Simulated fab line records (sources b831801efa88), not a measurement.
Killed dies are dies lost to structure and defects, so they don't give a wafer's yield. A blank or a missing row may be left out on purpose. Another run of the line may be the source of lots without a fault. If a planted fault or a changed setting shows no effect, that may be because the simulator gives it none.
Which tool did it?    flow sky130    12 lots with 36 wafers sampled at 3 steps, on a route of 708 steps

## WHAT EACH GAUGE READ, for each wafer
SKY_LDD_LDN_TW_MEAS_13. Usual: LDD_LDN_TW 1473, standard deviation 8.
lot   measured      on             LDD_LDN_TW      flag
L768  day 22 22:46  film_metro-01  1461 1457 1457  
L769  day 23 08:55  film_metro-04  1479 1483 1478  
L771  day 24 04:40  film_metro-01  1469 1471 1471  
L774  day 25 12:07  film_metro-03  1484 1483 1477  
L776  day 26 07:59  film_metro-03  1483 1481 1484  
L778  day 26 19:05  film_metro-01  1464 1466 1467  
L780  day 27 14:12  film_metro-04  1461 1457 1462  
L781  day 28 03:16  film_metro-01  1470 1472 1463  
L784  day 29 14:13  film_metro-03  1418 1418 1417  OFF
L785  day 29 17:49  film_metro-01  1401 1407 1405  OFF
L790  day 30 16:43  film_metro-04  1478 1483 1477  
L789  day 30 21:01  film_metro-04  1484 1481 1488  

SKY_POLY_CUT_OVL_MEAS_09. Usual: POLY_CUT_OVL -3 nm, standard deviation 5.6.
lot   measured      on          POLY_CUT_OVL (nm)  flag
L768  day 24 07:04  overlay-01  -2 -6 -8           
L769  day 24 17:10  overlay-01  -8 -11 -9          
L771  day 25 11:51  overlay-01  -2 2 0             
L774  day 26 19:15  overlay-02  0 -7 3             
L776  day 27 13:46  overlay-01  -5 -5 -7           
L778  day 28 02:25  overlay-02  4 10 7             
L780  day 28 20:04  overlay-02  -3 8 -10           
L781  day 29 09:31  overlay-01  -6 -8 -13          
L784  day 30 21:37  overlay-01  -13 -7 -7          
L785  day 30 23:31  overlay-02  5 -10 0            
L790  day 31 23:13  overlay-01  -5 2 -3            
L789  day 32 02:19  overlay-01  2 -1 2             

## TOOL THAT RAN EACH LOT (tool first, then ch and the chambers of the sampled wafers, then the start)
lot   SKY_LDD_LDN_IMPLANT_10
L768  implanter-04 ch 0, day 22 22:23
L769  implanter-04 ch 0, day 23 08:32
L771  implanter-01 ch 0, day 24 04:17
L774  implanter-01 ch 0, day 25 11:44
L776  implanter-04 ch 0, day 26 07:35
L778  implanter-04 ch 0, day 26 18:43
L780  implanter-02 ch 0, day 27 13:50
L781  implanter-02 ch 0, day 28 02:52
L784  implanter-02 ch 0, day 29 13:50
L785  implanter-02 ch 0, day 29 17:26
L790  implanter-01 ch 0, day 30 16:19
L789  implanter-01 ch 0, day 30 20:37
- SKY_LDD_LDN_IMPLANT_10

## AS READ BY THE TOOLS THEMSELVES (means over the sampled wafers that have a number; for cases with no such wafer, the mark the record gives instead)
SKY_LDD_LDN_IMPLANT_10. Usual: dose_ions_cm2 1.2501e+13, standard deviation 1.3e+10; faraday_current_uA 70.6, standard deviation 1.5.
lot   tool          dose_ions_cm2  faraday_current_uA  flag
L768  implanter-04  1.2497e+13     69.2                
L769  implanter-04  1.2505e+13     70.7                
L771  implanter-01  1.2500e+13     70.9                
L774  implanter-01  1.2493e+13     71.4                
L776  implanter-04  1.2505e+13     70.0                
L778  implanter-04  1.2494e+13     70.3                
L780  implanter-02  1.2483e+13     69.7                
L781  implanter-02  1.2500e+13     69.7                
L784  implanter-02  5.7673e+12     33.0                OFF
L785  implanter-02  5.7780e+12     32.5                OFF
L790  implanter-01  1.2478e+13     69.8                
L789  implanter-01  1.2496e+13     70.6                

## THE ANSWER, worked out from the rows above alone
Rule: lot off if the mean of its wafers having a number is beyond 3 standard deviations from the usual mean. Also off: a lot with no number at a reading for which 4 or more lots have one. Where the step has rows for the other lots, those lots are counted as sound. After the gauges, taken in route order, come the tools' own readings; for these a lot's mean is taken, as printed above. The first step at which some lot is off is used, and at that step the reading that is off furthest; a lot without a number counts as furthest.
Off: L784, L785, at SKY_LDD_LDN_TW_MEAS_13 (LDD_LDN_TW).
If a tool, at a process step before that reading, ran all the lots that are off and no sound lot after the first of them, it fits. Not tried: the gauges at SKY_LDD_LDN_TW_MEAS_13; whatever is off there is also off at SKY_LDD_LDN_IMPLANT_10, on other tools, and gauge error can't account for it. One candidate fits, namely implanter-02 at SKY_LDD_LDN_IMPLANT_10. A fault onset in the window from L781 (day 28 02:52, its last sound lot) to L784 (day 29 13:50, its first lot off) fits.
The tool's own readings at SKY_LDD_LDN_IMPLANT_10 bear it out: on the lots that are off they differ by more than 5 times the standard deviation of the sound lots' means. dose_ions_cm2 reads 5.7726e+12 there against 1.2495e+13 on the sound lots; faraday_current_uA reads 32.8 there against 70.2 on the sound lots.

## WHAT WAS PUT IN BY THE SIMULATOR
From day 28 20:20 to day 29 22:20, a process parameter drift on implanter-02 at SKY_LDD_LDN_IMPLANT_10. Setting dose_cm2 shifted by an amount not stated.
Lots struck among those shown: L784, L785. This agrees with what the rule above found.
